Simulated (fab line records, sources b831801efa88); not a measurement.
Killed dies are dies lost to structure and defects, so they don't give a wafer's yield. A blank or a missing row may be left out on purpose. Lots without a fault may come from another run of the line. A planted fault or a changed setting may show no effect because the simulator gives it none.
Problem report in the 8D (eight disciplines) form, filled by code | flow gf180mcu | the parts of the form that need people (team, actions taken, sign-off) are left out

1. THE PROBLEM
run_length_s at GF_HV_LDD_SOFTBAKE_03 reads a mean of 95.79 s on 6 wafers of 2 lots; wafers without a fault read 88.96 s with a standard deviation of 0.2. That is +34 standard deviations from the usual mean.
The step: time 60 s.
First seen on wafer L524.1, day 11 10:33, on litho_track-02. The record holds 39 wafers of 13 lots with a number at this step. Rule for "out", or "out of limits": more than 4 standard deviations from the usual mean. The other wafers with a number count as sound.

2. WHAT IT IS AND WHAT IT IS NOT
question                    | is                     | is not
which readings at this step | run_length_s           | resist_line_temp_C
which lots                  | L524, L526             | L519, L520, L521, L522, L533, L535, L536, L537, L539, L540, L541
which wafers of those lots  | all that have a number | -
read on which tools         | litho_track-02         | litho_track-01, litho_track-04
when                        | from day 11 10:33      | up to then (12 sound wafers); but 21 sound wafers of L533, L535, L536, L537, L539, L540, L541 came after

3. SUSPECTS, AND WHAT RULES EACH OUT
Counting: a tool at a process step up to the reading stays a suspect if it ran every lot that is out and no sound lot after the first of them.
- litho_track-02 at GF_HV_LDD_SOFTBAKE_03 (time 60 s): ruled out as a lasting fault. Sound lots L540, L541 ran on it after its first lot that is out, L524 (day 11 10:33).
Left after counting: nothing in the record.

4. THE CAUSE (what the simulator had put in)
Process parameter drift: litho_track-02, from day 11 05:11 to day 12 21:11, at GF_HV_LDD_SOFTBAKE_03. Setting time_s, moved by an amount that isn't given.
Counting ruled it out, wrongly.

5. THE CHAIN OF EFFECTS, in route order
Each row: a reading whose mean over the struck wafers that have a number lies more than 3 standard deviations from the usual. Only readings for which the record gives a usual standard deviation are gone through. hours: the time from each lot's start at the first step in this table that gives one to its start at this step, as a median over the lots. sigmas: the change in usual standard deviations.
hours | step                  | reading      | usual   | on struck wafers | change | sigmas
0     | GF_HV_LDD_SOFTBAKE_03 | run_length_s | 88.96 s | 95.79            | +6.83  | +34
The process steps in it:
- GF_HV_LDD_SOFTBAKE_03: time 60 s.

6. WHAT WOULD HAVE CAUGHT IT SOONER
In this record the first reading out of limits was taken at day 11 10:33, 5 hours after the fault began at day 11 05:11.
